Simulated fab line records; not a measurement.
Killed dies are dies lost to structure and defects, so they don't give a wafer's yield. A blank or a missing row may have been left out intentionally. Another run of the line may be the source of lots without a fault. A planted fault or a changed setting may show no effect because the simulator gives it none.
2 desks looking at one fault || flow sky130 || numbers are kept per desk, each desk with only its own; the story behind them comes last

DESK OF THE TOOL OWNER: lithoTrack-04
The tool's own readings at SKY_RES_PROTECT_SOFTBAKE_03 (time 60 s): means of the sampled wafers that have a number, for each lot that ran on this tool. Marked OUT: a lot whose mean sits more than 4 standard deviations from the usual mean, which makes it out of limits; the brackets give that distance.
Columns: A = chillPlateTempC at SKY_RES_PROTECT_SOFTBAKE_03, usual 23.02 C; B = heaterPowerTotalW at SKY_RES_PROTECT_SOFTBAKE_03, usual 56.59 W; C = runLengthS at SKY_RES_PROTECT_SOFTBAKE_03, usual 89.27 s
{"lot": "L223", "first seen here": "day 16 19:14", "A": 22.90, "B": 56.57, "C": 89.06}
{"lot": "L231", "first seen here": "day 19 20:25", "A": 23.16, "B": "62.64 (+99 or more) OUT", "C": "77.44 (-54) OUT"}
{"lot": "L233", "first seen here": "day 20 11:29", "A": 22.96, "B": "62.64 (+99 or more) OUT", "C": "77.47 (-54) OUT"}
{"lot": "L239", "first seen here": "day 23 00:37", "A": 23.01, "B": 56.62, "C": 89.11}
{"lot": "L240", "first seen here": "day 23 04:37", "A": 22.93, "B": 56.62, "C": 89.16}
{"lot": "L241", "first seen here": "day 23 16:14", "A": 22.95, "B": 56.64, "C": 89.15}
This desk finds L231, L233 out of limits, L231 being first, at day 19 20:25 (heaterPowerTotalW at SKY_RES_PROTECT_SOFTBAKE_03). L223, L239, L240, L241: within limits.

THE METROLOGY DESK
What the gauges read for every lot (on any tool): the sampled wafers with a number, averaged. Marked OUT: a lot whose mean sits more than 4 standard deviations from the usual mean, which makes it out of limits; the brackets give that distance.
Columns: A = VT_ADJUST_LVTN_TW at SKY_VT_ADJUST_LVTN_TW_MEAS_10, usual 240.8; B = SONOS_ONO_CVD_02_THK at SKY_SONOS_ONO_THK_MEAS_03, usual 10.56 nm; C = SONOS_ONO_CVD_04_THK at SKY_SONOS_ONO_THK_MEAS_05, usual 5.76 nm
{"lot": "L220", "first seen here": "day 7 06:22", "A": 239.7, "B": 10.69, "C": 5.74}
{"lot": "L221", "first seen here": "day 7 15:42", "A": 242.5, "B": 10.72, "C": 5.66}
{"lot": "L222", "first seen here": "day 7 21:46", "A": 239.2, "B": 10.64, "C": 5.82}
{"lot": "L223", "first seen here": "day 8 02:56", "A": 240.9, "B": 10.62, "C": 5.91}
{"lot": "L227", "first seen here": "day 9 08:41", "A": 238.0, "B": 10.33, "C": 5.80}
{"lot": "L231", "first seen here": "day 10 14:34", "A": 242.4, "B": 10.64, "C": 5.72}
{"lot": "L233", "first seen here": "day 11 02:05", "A": 240.6, "B": 10.45, "C": 5.68}
{"lot": "L235", "first seen here": "day 11 22:32", "A": 240.5, "B": 10.46, "C": 5.61}
{"lot": "L236", "first seen here": "day 12 05:21", "A": 242.0, "B": 10.50, "C": 5.80}
{"lot": "L239", "first seen here": "day 13 03:41", "A": 242.0, "B": 10.42, "C": 5.88}
{"lot": "L240", "first seen here": "day 13 05:27", "A": 241.1, "B": 10.62, "C": 5.67}
{"lot": "L241", "first seen here": "day 13 13:05", "A": 241.4, "B": 10.58, "C": 5.70}
This desk found nothing out of limits on any of the 12 lots.

ALL TOGETHER
An alarm could have come from the tool owner's desk at day 19 20:25, on L231, L233.
From the metrology desk's view, nothing was out of limits.
The metrology desk holds a record of L231, L233, inside its limits.
Of the lots named, all ran SKY_RES_PROTECT_SOFTBAKE_03 on lithoTrack-04.

WHAT WAS PUT IN BY THE SIMULATOR
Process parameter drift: lithoTrack-04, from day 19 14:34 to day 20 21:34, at SKY_RES_PROTECT_SOFTBAKE_03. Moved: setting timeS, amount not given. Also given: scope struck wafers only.
Struck lots among those shown: L231, L233.
Delay in hours, fault start to first out-of-limits reading, by desk: the tool owner's desk at 6.
